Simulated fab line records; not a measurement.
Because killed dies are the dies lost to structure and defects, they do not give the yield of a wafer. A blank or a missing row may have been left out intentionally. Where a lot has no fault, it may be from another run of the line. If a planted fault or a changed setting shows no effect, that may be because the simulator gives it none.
The same fault as seen by 2 desks	flow sky130	what lay behind the numbers comes last; until then each desk has only its own

== FROM THE METROLOGY DESK ==
Means of the sampled wafers that have a number, per lot and without regard to the tool the lot ran on: this is what the gauges read. The brackets show how far a lot's mean lies from the usual mean; more than 4 standard deviations puts the lot out of limits, marked OUT.
Columns: A = cd-nm at SKY_VIA2_CD_MEAS_12, usual 199.8 nm
lot	first seen here	A
L313	day 36 20:07	200.9
L315	day 37 04:12	202.9
L316	day 37 15:36	202.2
L317	day 37 16:56	200.5
L318	day 38 03:50	201.3
L319	day 39 04:29	198.9
L326	day 41 01:17	199.7
L327	day 41 08:32	199.0
L328	day 41 21:17	198.6
L331	day 42 05:53	200.6
L330	day 42 09:43	198.2
L333	day 42 16:43	201.1
L334	day 42 23:54	197.8
This desk's finding: nothing out of limits on any of the 13 lots.

== TOOL OWNER'S DESK, plasma-asher-04 ==
The tool's own readings at SKY_LI_CONTACT_STRIP_16 (strips in O2/N2): means of the sampled wafers that have a number, for each lot that ran on this tool. The brackets show how far a lot's mean lies from the usual mean; more than 4 standard deviations puts the lot out of limits, marked OUT.
Columns: A = drypump-motor-current-A at SKY_LI_CONTACT_STRIP_16, usual 5.6 A; B = n2-flow-sccm at SKY_LI_CONTACT_STRIP_16, usual 300.0 sccm; C = o2-flow-sccm at SKY_LI_CONTACT_STRIP_16, usual 2999 sccm; D = oes-product-au at SKY_LI_CONTACT_STRIP_16, usual 0.376 a.u.; E = strip-time-to-endpoint-s at SKY_LI_CONTACT_STRIP_16, usual 3.488 s
lot	first seen here	A	B	C	D	E
L313	day 29 18:31	5.6	300.7	3001	0.376	3.464
L315	day 30 04:26	5.6	300.5	3003	0.374	3.517
L316	day 30 15:44	5.6	300.4	3000	0.378	3.471
L317	day 30 16:53	5.6	300.6	3001	0.373	3.505
L319	day 32 06:40	5.3	300.1	2993	0.378	3.501
L327	day 34 15:17	5.3	300.1	2997	0.375	3.475
L328	day 35 08:28	5.6	299.8	3003	0.376	3.495
L334	day 36 12:34	5.3	300.1	2992	0.376	3.490
This desk's finding: nothing out of limits on any of the 8 lots.

== PUT TOGETHER ==
At the metrology desk, nothing out of limits was observed.
Nothing out of limits was seen by the tool owner's desk.

== WHAT WAS PUT IN BY THE SIMULATOR ==
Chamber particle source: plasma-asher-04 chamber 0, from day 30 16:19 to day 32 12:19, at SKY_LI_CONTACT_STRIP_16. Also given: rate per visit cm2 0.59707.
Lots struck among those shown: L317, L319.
